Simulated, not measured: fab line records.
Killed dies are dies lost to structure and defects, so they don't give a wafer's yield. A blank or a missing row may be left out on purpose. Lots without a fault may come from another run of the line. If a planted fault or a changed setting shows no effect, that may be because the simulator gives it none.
Matching of chambers    flow gf180mcu    GF_V5_CMP_26 on cmp-02: 4 sister chambers
The step polishes, stops on SiO2, t overpolish 15 s, target thk 0 nm. 14 wafers are shown with their chamber, then 6 later ones without.

## WAFERS WITH THEIR CHAMBER
wafer   chamber  motor_current_A (A)  time_to_endpoint_s (s)  overpolish_run_s (s)
L135.1  1        10.9                 82                      15.000
L135.5  0        10.4                 81                      14.995
L135.6  1        10.5                 84                      14.990
L140.2  0        10.8                 80                      14.999
L140.3  1        10.1                 80                      15.010
L140.4  3        9.8                  89                      14.992
L141.2  2        11.9                 82                      15.002
L141.5  1        10.7                 81                      14.966
L148.1  3        9.5                  87                      15.008
L148.3  0        10.8                 80                      15.002
L148.6  0        10.9                 82                      14.996
L152.1  0        11.1                 76                      15.013
L152.2  3        9.3                  84                      14.999
L152.3  1        10.9                 79                      15.010

SIGNATURES (averages over the wafers above)
reading             chamber 0  chamber 1  chamber 2  chamber 3  scatter within a chamber
motor_current_A     10.800     10.620     11.900     9.533      0.289
time_to_endpoint_s  79.80      81.20      82.00      86.67      2.2
overpolish_run_s    15.00100   14.99520   15.00200   14.99967   0.013
Rule: for a wafer and a chamber, the distance is found by dividing, reading by reading, the gap between the wafer's reading and the chamber's mean by the reading's scatter, squaring, summing and taking the root. The wafer belongs to the nearest chamber; if the next one is less than 2 further off, it can't be placed. The scatter: the root of (the sum of the squares of (reading less its chamber's mean) over the shown wafers, divided by (wafers less chambers)).

## WAFERS WITH NO CHAMBER GIVEN
wafer   motor_current_A (A)  time_to_endpoint_s (s)  overpolish_run_s (s)
L153.2  12.3                 82                      14.999
L153.3  10.6                 82                      14.995
L153.6  11.9                 84                      15.000
L156.1  10.7                 86                      14.984
L156.3  9.9                  89                      14.995
L156.5  11.8                 87                      15.003

## WHICH CHAMBER EACH ONE RAN IN
wafer   from the rows above           in truth
L153.2  2                             2
L153.3  can't be placed: 1 or 0       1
L153.6  2                             2
L156.1  can't be placed: 1 or 0 or 3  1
L156.3  3                             3
L156.5  2                             2
Placed correctly: 4 of 6. Unplaceable from these rows: 2, with the true chamber sitting among the candidates in 2. Wrongly placed: 0.
